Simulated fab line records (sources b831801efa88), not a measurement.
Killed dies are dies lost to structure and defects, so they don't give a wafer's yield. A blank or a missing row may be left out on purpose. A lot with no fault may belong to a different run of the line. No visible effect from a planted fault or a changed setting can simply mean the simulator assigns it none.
Struck lot and sound lot, side by side + flow gf180mcu + 14 steps out of a route of 602
Sound: these wafers, L427.4, L427.5, L427.6. Wafers struck: L429.4, L429.5, L429.6. The cause is named last.
At each step with rows: each side's tool, then ch and its chambers, then its first start. Under that, the readings that differ: sound wafers + struck wafers + difference of the means + sigmas: that difference in standard deviations of wafers without a fault.
alike: a reading whose means differ by less than 2 such deviations, as well as words and numbers matching on both sides. not compared: withheld readings; readings where some wafer has no value; bounds like >300 that might hide an equal value; numbers whose values overlap and for which the record gives no deviation.
The two part at a step that has a row with sigmas, a row that says differs or no value, or rows on one side only. Non-overlapping numbers with no deviation appear without sigmas and do not part them. Lack of a reading on every wafer of one side parts them only where that side has two or more wafers.

first, 1 step without rows for these wafers: GF_HV_LDD_CLEAN_51 (cleans in SC1/SC2, time 150 s).
GF_HV_LDD_RTA_52: time 10 s.
  sound on rtp_anneal-01 ch 0, day 13 03:06; struck on rtp_anneal-01 ch 0, day 14 08:26
  alike: lamp_power_pct, wafer_temp_C_max
GF_HV_LDD_RS_MEAS_53: measurement is done with a four-point probe.
  sound: film_metro-02 at day 13 03:11; struck: film_metro-04 at day 14 08:32
  alike: HV_LDD_RS
then, 1 step without rows for these wafers: GF_HV_LDD_CVD_54 (deposits SiO2 from TEOS, target thk 10 nm, time 75 s).
GF_HV_LDD_THK_MEAS_55:
  sound: film_metro-03 at day 13 05:26; struck: film_metro-02 at day 14 09:39
  alike: HV_LDD_CVD_54_THK
then, 1 step without rows for these wafers: GF_HV_LDD_CVD_56 (deposits Si3N4 from DCS/NH3, target thk 90 nm, time 1543 s).
GF_HV_LDD_THK_MEAS_57:
  sound: film_metro-02 at day 13 07:55; struck: film_metro-04 at day 14 11:08
  alike: HV_LDD_CVD_56_THK
GF_HV_LDD_ETCHBACK_58: etches Si3N4 in CH3F/O2, stops on SiO2, time 100 s, target depth 90 nm.
  sound on rie_diel-01 ch 0,1,2, day 13 07:57; struck on rie_diel-02 ch 0,1, day 14 11:10
  alike: drypump_motor_current_A, oes_product_au, rf_fwd_power_W, throttle_valve_pct
  not compared: rf_hours_counter_h
then, 4 steps without rows for these wafers: GF_NSD_DEHYDRATE_00 (time 60 s); GF_NSD_HMDS_01 (prime time 60 s); GF_NSD_COAT_02 (resist thk 1000 nm); GF_NSD_SOFTBAKE_03 (time 60 s).
GF_NSD_EXPOSE_04: exposes mask Nplus, target cd 400 nm.
  sound on iline_stepper-02 ch 0, day 13 18:58; struck on iline_stepper-02, day 14 21:37
  no value came back on the struck wafers for exposure_dose_mJ_cm2, focus_offset_nm (nm), na; on the sound wafers exposure_dose_mJ_cm2 reads 140.10 140.06 140.02
  alike: mask
next, for these wafers, 1 step has no rows: GF_NSD_PEB_05.

## WHERE THEY PART
Only at GF_NSD_EXPOSE_04, within this record.

WHY: whatever the simulator had introduced
Whole step skipped at GF_NSD_EXPOSE_04 on iline_stepper-02, starting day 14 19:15. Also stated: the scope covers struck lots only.
